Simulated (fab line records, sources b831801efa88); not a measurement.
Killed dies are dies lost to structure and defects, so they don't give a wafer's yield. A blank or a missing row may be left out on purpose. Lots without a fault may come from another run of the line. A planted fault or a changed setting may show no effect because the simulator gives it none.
Which tool did it? | flow gf180mcu | 13 lots, 39 wafers sampled, at 7 steps of a route of 602

WHAT THE GAUGES READ, wafer by wafer
GF_STI_THK_MEAS_24. Usual: STI_CVD_23_THK 645 nm, standard deviation 7.
lot  | measured    | on            | STI_CVD_23_THK (nm) | flag
L816 | day 2 03:32 | film_metro-04 | 651 646 653         |
L818 | day 2 14:00 | film_metro-02 | 646 645 645         |
L821 | day 3 07:34 | film_metro-01 | 643 640 646         |
L822 | day 3 11:34 | film_metro-02 | 647 642 638         |
L823 | day 3 15:43 | film_metro-04 | 656 658 666         |
L831 | day 5 08:46 | film_metro-02 | 636 640 639         |
L832 | day 5 13:35 | film_metro-02 | 637 642 646         |
L833 | day 5 19:55 | film_metro-01 | 641 652 645         |
L834 | day 6 00:10 | film_metro-01 | 650 636 654         |
L836 | day 6 11:43 | film_metro-04 | 649 649 652         |
L837 | day 6 17:04 | film_metro-02 | 654 634 656         |
L838 | day 6 20:37 | film_metro-01 | 641 645 656         |
L839 | day 7 05:19 | film_metro-02 | 638 650 648         |

GF_MVSD_OVL_MEAS_07. Usual: MVSD_OVL 0.0 nm, standard deviation 1.3.
lot  | measured     | on         | MVSD_OVL (nm)  | flag
L816 | day 4 10:59  | overlay-02 | -0.4 0.6 0.9   |
L818 | day 4 21:55  | overlay-01 | -0.6 0.1 0.6   |
L821 | day 5 17:02  | overlay-01 | 1.2 1.1 0.0    |
L822 | day 5 21:49  | overlay-02 | - - -          | OFF
L823 | day 6 04:17  | overlay-02 | -1.3 -0.1 -0.2 |
L831 | day 7 23:46  | overlay-01 | 0.1 -1.8 -1.7  |
L832 | day 8 05:19  | overlay-02 | -3.4 -2.6 -0.9 |
L833 | day 8 13:13  | overlay-02 | -2.0 -1.5 -1.9 |
L834 | day 8 19:43  | overlay-02 | -0.4 0.0 0.8   |
L836 | day 9 07:37  | overlay-01 | 1.1 -0.1 1.0   |
L837 | day 9 13:49  | overlay-01 | 0.3 -0.3 1.1   |
L838 | day 9 17:01  | overlay-01 | -1.7 -0.4 -1.0 |
L839 | day 10 04:25 | overlay-01 | -0.7 1.0 0.0   |

GF_MVSD_TW_MEAS_11. Usual: MVSD_TW 1568, standard deviation 12.
lot  | measured     | on            | MVSD_TW        | flag
L816 | day 4 11:25  | film_metro-04 | 1566 1561 1562 |
L818 | day 4 22:21  | film_metro-01 | 1554 1558 1552 |
L821 | day 5 17:28  | film_metro-04 | 1569 1571 1574 |
L822 | day 5 22:15  | film_metro-01 | 30 29 29       | OFF
L823 | day 6 04:43  | film_metro-01 | 1563 1560 1558 |
L831 | day 8 00:13  | film_metro-03 | 1579 1585 1581 |
L832 | day 8 05:45  | film_metro-01 | 1567 1554 1548 |
L833 | day 8 13:39  | film_metro-03 | 1584 1586 1589 |
L834 | day 8 20:08  | film_metro-03 | 1570 1583 1579 |
L836 | day 9 08:03  | film_metro-01 | 1568 1572 1562 |
L837 | day 9 14:15  | film_metro-01 | 1563 1568 1562 |
L838 | day 9 17:28  | film_metro-01 | 1565 1566 1569 |
L839 | day 10 04:50 | film_metro-01 | 1562 1568 1559 |

GF_MVPSD_TW_MEAS_11. Usual: MVPSD_TW 550, standard deviation 4.1.
lot  | measured     | on            | MVPSD_TW       | flag
L816 | day 5 01:10  | film_metro-04 | 550 547 550    |
L818 | day 5 12:17  | film_metro-04 | 551 551 553    |
L821 | day 6 08:16  | film_metro-03 | 555 548 553    |
L822 | day 6 12:32  | film_metro-01 | 1570 1570 1574 | OFF
L823 | day 6 20:01  | film_metro-01 | 546 544 546    |
L831 | day 8 17:10  | film_metro-04 | 552 550 555    |
L832 | day 8 22:50  | film_metro-04 | 553 548 552    |
L833 | day 9 06:48  | film_metro-01 | 548 547 550    |
L834 | day 9 13:44  | film_metro-04 | 551 554 552    |
L836 | day 10 01:56 | film_metro-03 | 555 551 554    |
L837 | day 10 08:05 | film_metro-01 | 545 547 546    |
L838 | day 10 11:38 | film_metro-01 | 551 546 545    |
L839 | day 10 22:47 | film_metro-04 | 551 552 550    |

GF_VT_IMPLANT_OVL_MEAS_18. Usual: VT_IMPLANT_01_OVL -0.6 nm, standard deviation 1.2.
lot  | measured     | on         | VT_IMPLANT_01_OVL (nm) | flag
L816 | day 6 06:35  | overlay-02 | 1.1 1.1 -1.6           |
L818 | day 6 17:43  | overlay-02 | -0.8 -1.4 -2.2         |
L821 | day 7 15:25  | overlay-02 | -1.2 -2.6 -1.3         |
L822 | day 7 19:57  | overlay-02 | 0.4 0.0 -0.4           |
L823 | day 8 03:44  | overlay-01 | -0.6 0.2 -0.9          |
L831 | day 10 03:38 | overlay-02 | -0.6 -2.5 -1.1         |
L832 | day 10 09:18 | overlay-02 | 1.5 -0.2 -0.5          |
L833 | day 10 17:58 | overlay-01 | 0.2 -1.4 -0.2          |
L834 | day 11 02:10 | overlay-01 | -0.8 -1.9 -1.4         |
L836 | day 11 14:01 | overlay-02 | 0.5 -0.2 -0.6          |
L837 | day 11 20:52 | overlay-01 | 1.4 1.0 1.7            |
L838 | day 12 00:28 | overlay-01 | -0.8 -1.5 -0.4         |
L839 | day 12 12:49 | overlay-01 | -2.4 -2.7 -2.6         |

WHICH TOOL RAN EACH LOT (tool, then ch and the chambers of the sampled wafers, then the start)
lot  | GF_STI_STRIP_15                     | GF_MVSD_EXPOSE_04
L816 | plasma_asher-04 ch 0,1, day 2 01:49 | iline_stepper-02 ch 0, day 4 04:16
L818 | plasma_asher-04 ch 0,1, day 2 12:17 | iline_stepper-01 ch 0, day 4 14:47
L821 | plasma_asher-01 ch 0,1, day 3 04:37 | iline_stepper-01 ch 0, day 5 09:56
L822 | plasma_asher-04 ch 1, day 3 08:32   | iline_stepper-02 ch 0, day 5 14:53
L823 | plasma_asher-01 ch 0,1, day 3 14:01 | iline_stepper-02 ch 0, day 5 21:14
L831 | plasma_asher-04 ch 0,1, day 5 07:04 | iline_stepper-02 ch 0, day 7 16:34
L832 | plasma_asher-01 ch 0,1, day 5 11:41 | iline_stepper-01 ch 0, day 7 21:38
L833 | plasma_asher-04 ch 0, day 5 18:11   | iline_stepper-01 ch 0, day 8 05:08
L834 | plasma_asher-03 ch 0,1, day 5 22:26 | iline_stepper-02 ch 0, day 8 11:46
L836 | plasma_asher-01 ch 0,1, day 6 09:41 | iline_stepper-02 ch 0, day 8 23:34
L837 | plasma_asher-01 ch 0,1, day 6 15:02 | iline_stepper-02 ch 0, day 9 06:01
L838 | plasma_asher-03 ch 0,1, day 6 18:52 | iline_stepper-01 ch 0, day 9 08:25
L839 | plasma_asher-01 ch 0,1, day 7 01:47 | iline_stepper-01 ch 0, day 9 19:49
- GF_STI_STRIP_15: strips in O2/N2.
- GF_MVSD_EXPOSE_04: exposes mask MVSD, target cd 1000 nm.

WHAT THE TOOLS THEMSELVES READ (means of the sampled wafers that have a number; where no wafer has one, the mark that the record gives instead)
GF_STI_STRIP_15. Usual: drypump_motor_current_A 5.5 A, standard deviation 0.55; heater_power_w 350 W, standard deviation 63; oes_product_au 0.385 a.u., standard deviation 0.0047; platen_temp_c 250.01 C, standard deviation 0.19; strip_time_to_endpoint_s 3.75 s, standard deviation 0.045.
lot  | tool            | drypump_motor_current_A (A) | heater_power_w (W) | oes_product_au (a.u.) | platen_temp_c (C) | strip_time_to_endpoint_s (s) | flag
L816 | plasma_asher-04 | 5.9                         | 349                | 0.383                 | 249.92            | 3.72                         |
L818 | plasma_asher-04 | 5.3                         | 346                | 0.386                 | 250.12            | 3.72                         |
L821 | plasma_asher-01 | 5.7                         | 333                | 0.385                 | 249.93            | 3.73                         |
L822 | plasma_asher-04 | 6.4                         | 351                | 0.386                 | 250.08            | 3.73                         |
L823 | plasma_asher-01 | 5.6                         | 321                | 0.388                 | 249.92            | 3.73                         |
L831 | plasma_asher-04 | 5.9                         | 351                | 0.382                 | 250.08            | 3.75                         |
L832 | plasma_asher-01 | 5.6                         | 329                | 0.384                 | 249.98            | 3.78                         |
L833 | plasma_asher-04 | 4.8                         | 346                | 0.386                 | 249.86            | 3.73                         |
L834 | plasma_asher-03 | 5.4                         | 341                | 0.394                 | 250.11            | 3.83                         |
L836 | plasma_asher-01 | 5.6                         | 328                | 0.388                 | 249.99            | 3.78                         |
L837 | plasma_asher-01 | 5.7                         | 335                | 0.385                 | 250.27            | 3.74                         |
L838 | plasma_asher-03 | 5.4                         | 345                | 0.385                 | 250.01            | 3.74                         |
L839 | plasma_asher-01 | 5.7                         | 329                | 0.388                 | 250.17            | 3.82                         |

GF_MVSD_EXPOSE_04. Usual: focus_offset_nm -0.1 nm, standard deviation 0.53.
lot  | tool             | focus_offset_nm (nm) | flag
L816 | iline_stepper-02 | 0.1                  |
L818 | iline_stepper-01 | -0.1                 |
L821 | iline_stepper-01 | 0.1                  |
L822 | iline_stepper-02 | -0.0                 |
L823 | iline_stepper-02 | -0.8                 |
L831 | iline_stepper-02 | -0.2                 |
L832 | iline_stepper-01 | 0.0                  |
L833 | iline_stepper-01 | -0.1                 |
L834 | iline_stepper-02 | -0.2                 |
L836 | iline_stepper-02 | 0.9                  |
L837 | iline_stepper-02 | 0.1                  |
L838 | iline_stepper-01 | -0.8                 |
L839 | iline_stepper-01 | -0.4                 |

THE ANSWER, worked out from the rows above alone
Rule: a lot is off if the mean of its wafers that have a number lies more than 3 standard deviations from the usual mean. A lot without any number at a reading at which 4 lots or more have one is off too. The other lots that the step has rows for count as sound. The gauges are gone through in route order, then the tools' own readings, and for those a lot's mean is taken as printed above. The first step at which some lot is off is used, and at that step the reading that is off furthest; a lot without a number counts as furthest.
Off: L822, at GF_MVSD_OVL_MEAS_07 (MVSD_OVL). Without a number there: L822.
A tool fits if, at a process step before that reading, it ran every lot that is off, and no sound lot after the first of them. The gauges at GF_MVSD_OVL_MEAS_07 aren't tried: what is off there is off at GF_MVSD_TW_MEAS_11 too, on other tools, and a gauge's error can't cause that. None of those tried fits.

WHAT THE SIMULATOR HAD PUT IN
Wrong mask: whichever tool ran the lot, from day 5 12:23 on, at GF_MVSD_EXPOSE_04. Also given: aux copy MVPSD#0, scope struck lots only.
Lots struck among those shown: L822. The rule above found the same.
